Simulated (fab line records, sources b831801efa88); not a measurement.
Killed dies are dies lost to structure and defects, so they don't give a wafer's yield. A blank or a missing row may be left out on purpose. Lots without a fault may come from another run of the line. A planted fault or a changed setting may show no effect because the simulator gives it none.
Which tool did it? | flow gf180mcu | 12 lots, 36 wafers sampled, at 2 steps of a route of 602

WHAT THE GAUGES READ, wafer by wafer
GF_V5_OVL_MEAS_15. Usual: V5_OVL -2 nm, standard deviation 5.4.
lot  | measured     | on         | V5_OVL (nm) | flag
L278 | day 27 09:08 | overlay-02 | -4 -1 -1    |
L279 | day 27 23:40 | overlay-02 | 2 3 1       |
L281 | day 28 07:19 | overlay-02 | -2 -12 -1   |
L282 | day 28 17:21 | overlay-01 | 1 0 1       |
L283 | day 28 23:43 | overlay-01 | -11 -4 -4   |
L284 | day 29 07:15 | overlay-01 | -12 -5 -3   |
L285 | day 29 14:17 | overlay-01 | -11 -9 -1   |
L287 | day 30 02:27 | overlay-01 | -4 -5 -4    |
L289 | day 30 12:05 | overlay-02 | 7 0 2       |
L290 | day 31 08:09 | overlay-01 | -4 -3 4     |
L298 | day 33 08:48 | overlay-01 | -2 -1 1     |
L299 | day 33 17:42 | overlay-01 | -4 -1 3     |

WHICH TOOL RAN EACH LOT (tool, then ch and the chambers of the sampled wafers, then the start)
lot  | GF_V3_STRIP_18
L278 | plasma_asher-04 ch 0,1, day 22 15:06
L279 | plasma_asher-03 ch 0,1, day 23 05:14
L281 | plasma_asher-04 ch 0,1, day 23 14:50
L282 | plasma_asher-03 ch 0,1, day 24 02:19
L283 | plasma_asher-04 ch 0,1, day 24 09:01
L284 | plasma_asher-03 ch 0,1, day 24 19:11
L285 | plasma_asher-01 ch 0,1, day 25 03:15
L287 | plasma_asher-04 ch 0,1, day 25 16:53
L289 | plasma_asher-03 ch 0,1, day 26 02:56
L290 | plasma_asher-03 ch 0,1, day 27 02:31
L298 | plasma_asher-04 ch 0,1, day 29 11:07
L299 | plasma_asher-04 ch 0,1, day 29 23:19
- GF_V3_STRIP_18: strips in O2/N2.

WHAT THE TOOLS THEMSELVES READ (means of the sampled wafers that have a number; where no wafer has one, the mark that the record gives instead)
GF_V3_STRIP_18. Usual: chamber_pressure_mTorr 1499.8 mTorr, standard deviation 1.5; drypump_motor_current_A 5.9 A, standard deviation 0.35; heater_power_w 323 W, standard deviation 40; oes_product_au 0.592 a.u., standard deviation 0.0051.
lot  | tool            | chamber_pressure_mTorr (mTorr) | drypump_motor_current_A (A) | heater_power_w (W) | oes_product_au (a.u.) | flag
L278 | plasma_asher-04 | 1499.9                         | 5.6                         | 336                | 0.589                 |
L279 | plasma_asher-03 | 1500.0                         | 6.3                         | 305                | 0.593                 |
L281 | plasma_asher-04 | 1500.4                         | 5.7                         | 374                | 0.593                 |
L282 | plasma_asher-03 | 1498.5                         | 6.1                         | 315                | 0.589                 |
L283 | plasma_asher-04 | 1499.9                         | 5.7                         | 343                | 0.589                 |
L284 | plasma_asher-03 | 1499.8                         | 6.1                         | 309                | 0.594                 |
L285 | plasma_asher-01 | 1500.1                         | 5.7                         | 293                | 0.597                 |
L287 | plasma_asher-04 | 1500.3                         | 5.7                         | 367                | 0.593                 |
L289 | plasma_asher-03 | 1500.0                         | 6.1                         | 311                | 0.593                 |
L290 | plasma_asher-03 | 1498.4                         | 6.4                         | 306                | 0.594                 |
L298 | plasma_asher-04 | 1500.8                         | 5.7                         | 343                | 0.593                 |
L299 | plasma_asher-04 | 1499.3                         | 5.7                         | 370                | 0.593                 |

THE ANSWER, worked out from the rows above alone
Rule: a lot is off if the mean of its wafers that have a number lies more than 3 standard deviations from the usual mean. A lot without any number at a reading at which 4 lots or more have one is off too. The other lots that the step has rows for count as sound. The gauges are gone through in route order, then the tools' own readings, and for those a lot's mean is taken as printed above. The first step at which some lot is off is used, and at that step the reading that is off furthest; a lot without a number counts as furthest.
No lot is off at any reading shown: from this, nothing can be told.

WHAT THE SIMULATOR HAD PUT IN
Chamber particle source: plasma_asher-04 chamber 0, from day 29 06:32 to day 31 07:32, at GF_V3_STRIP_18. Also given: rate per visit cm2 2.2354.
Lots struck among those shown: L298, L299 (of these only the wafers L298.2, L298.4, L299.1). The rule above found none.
